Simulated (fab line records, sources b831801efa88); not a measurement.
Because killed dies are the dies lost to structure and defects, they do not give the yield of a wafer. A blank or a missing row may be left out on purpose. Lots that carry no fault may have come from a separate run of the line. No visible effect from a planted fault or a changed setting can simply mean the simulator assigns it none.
Matching of chambers / flow sfq_line / 4 sister chambers for SFQ_TRILAYER_I7_CMP_CMP_184 on cmp-02
The step polishes SiO2. 18 wafers are shown with their chamber, then 9 later ones without.

## WAFERS PAIRED WITH THEIR CHAMBERS
wafer=L617.2; chamber=0; motor_current_A (A)=9.9; time_to_endpoint_s (s)=225
wafer=L617.3; chamber=3; motor_current_A (A)=12.0; time_to_endpoint_s (s)=225
wafer=L617.4; chamber=2; motor_current_A (A)=9.8; time_to_endpoint_s (s)=224
wafer=L618.3; chamber=3; motor_current_A (A)=12.2; time_to_endpoint_s (s)=205
wafer=L618.4; chamber=1; motor_current_A (A)=13.0; time_to_endpoint_s (s)=208
wafer=L618.6; chamber=3; motor_current_A (A)=12.1; time_to_endpoint_s (s)=202
wafer=L620.1; chamber=3; motor_current_A (A)=12.7; time_to_endpoint_s (s)=222
wafer=L620.5; chamber=2; motor_current_A (A)=9.4; time_to_endpoint_s (s)=220
wafer=L620.6; chamber=1; motor_current_A (A)=13.1; time_to_endpoint_s (s)=222
wafer=L623.1; chamber=0; motor_current_A (A)=10.4; time_to_endpoint_s (s)=212
wafer=L623.5; chamber=3; motor_current_A (A)=12.5; time_to_endpoint_s (s)=211
wafer=L623.6; chamber=0; motor_current_A (A)=10.2; time_to_endpoint_s (s)=227
wafer=L626.4; chamber=2; motor_current_A (A)=9.3; time_to_endpoint_s (s)=199
wafer=L626.2; chamber=0; motor_current_A (A)=10.6; time_to_endpoint_s (s)=219
wafer=L626.6; chamber=1; motor_current_A (A)=12.4; time_to_endpoint_s (s)=216
wafer=L634.2; chamber=3; motor_current_A (A)=12.2; time_to_endpoint_s (s)=225
wafer=L634.4; chamber=2; motor_current_A (A)=9.0; time_to_endpoint_s (s)=230
wafer=L634.6; chamber=0; motor_current_A (A)=10.4; time_to_endpoint_s (s)=237

SIGNATURES (averages over the wafers above)
reading=motor_current_A; chamber 0=10.300; chamber 1=12.833; chamber 2=9.375; chamber 3=12.283; scatter within a chamber=0.298
reading=time_to_endpoint_s; chamber 0=224.00; chamber 1=215.33; chamber 2=218.25; chamber 3=215.00; scatter within a chamber=10.4
Rule: a wafer's distance from a chamber is the root of the sum, over the readings, of the square of ((its reading less the chamber's mean) divided by the reading's scatter). The wafer belongs to the nearest chamber; if the next one is less than 2 further off, it can't be placed. The scatter is the square root of a quotient: the sum, over the shown wafers, of each reading's squared deviation from its chamber's mean, divided by wafers minus chambers.

## WAFERS WITH NO CHAMBER GIVEN
wafer=L636.1; motor_current_A (A)=12.2; time_to_endpoint_s (s)=222
wafer=L636.4; motor_current_A (A)=9.7; time_to_endpoint_s (s)=213
wafer=L636.5; motor_current_A (A)=12.2; time_to_endpoint_s (s)=216
wafer=L639.2; motor_current_A (A)=13.0; time_to_endpoint_s (s)=217
wafer=L639.4; motor_current_A (A)=9.4; time_to_endpoint_s (s)=222
wafer=L639.5; motor_current_A (A)=9.5; time_to_endpoint_s (s)=210
wafer=L640.4; motor_current_A (A)=12.8; time_to_endpoint_s (s)=216
wafer=L640.2; motor_current_A (A)=11.8; time_to_endpoint_s (s)=217
wafer=L640.5; motor_current_A (A)=9.1; time_to_endpoint_s (s)=212

## CHAMBER TAKEN BY EACH
wafer=L636.1; from the rows above=can't be placed: 3 or 1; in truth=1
wafer=L636.4; from the rows above=can't be placed: 2 or 0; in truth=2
wafer=L636.5; from the rows above=can't be placed: 3 or 1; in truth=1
wafer=L639.2; from the rows above=can't be placed: 1 or 3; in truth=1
wafer=L639.4; from the rows above=2; in truth=2
wafer=L639.5; from the rows above=2; in truth=2
wafer=L640.4; from the rows above=can't be placed: 1 or 3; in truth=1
wafer=L640.2; from the rows above=can't be placed: 3 or 1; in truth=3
wafer=L640.5; from the rows above=2; in truth=2
3 of 9 placed correctly. Not placeable from these rows: 6 (in 6, the candidates include the true chamber). 0 placed wrongly.
